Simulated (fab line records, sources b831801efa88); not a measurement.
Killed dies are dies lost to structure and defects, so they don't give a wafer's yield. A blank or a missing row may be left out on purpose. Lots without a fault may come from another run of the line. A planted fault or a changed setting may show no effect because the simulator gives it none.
Chamber matching | flow gf180mcu | GF_CONTACT_ETCH_16 on rie_diel-03: 4 sister chambers
The step etches BARC in N2/H2. 4 wafers are shown with their chamber, then 11 later ones without.

WAFERS WITH THEIR CHAMBER
wafer  | chamber | drypump_motor_current_A (A)
L083.3 | 3       | 5.9
L086.2 | 0       | 5.8
L086.4 | 1       | 6.3
L088.1 | 2       | 5.2

WAFERS WITHOUT THEIR CHAMBER
wafer  | drypump_motor_current_A (A)
L088.3 | 6.4
L088.5 | 5.2
L093.4 | 6.3
L093.5 | 5.2
L093.6 | 5.8
L095.3 | 6.3
L095.5 | 5.2
L095.6 | 6.3
L096.1 | 5.9
L096.3 | 5.2
L096.5 | 5.9

WHICH CHAMBER EACH WENT THROUGH
wafer  | from the rows above | in truth
L088.3 | 1                   | 1
L088.5 | 2                   | 2
L093.4 | 1                   | 1
L093.5 | 2                   | 2
L093.6 | 0                   | 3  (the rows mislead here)
L095.3 | 1                   | 1
L095.5 | 2                   | 2
L095.6 | 1                   | 1
L096.1 | 3                   | 3
L096.3 | 2                   | 2
L096.5 | 3                   | 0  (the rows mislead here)
Placed correctly: 9 of 11. Can't be placed from these rows: 0. Placed wrongly: 2.
How it was worked out, from the rows above alone: a wafer's distance from a chamber is the root of the sum, over the readings, of the square of ((its reading less the chamber's mean) divided by the reading's scatter). The wafer belongs to the nearest chamber; if the next one is less than 2 further off, it can't be placed. A chamber's mean is the mean of its shown wafers. The scatter: with one shown wafer a chamber, the root of the mean of the squares of how far each hidden wafer lies from its nearest shown one.
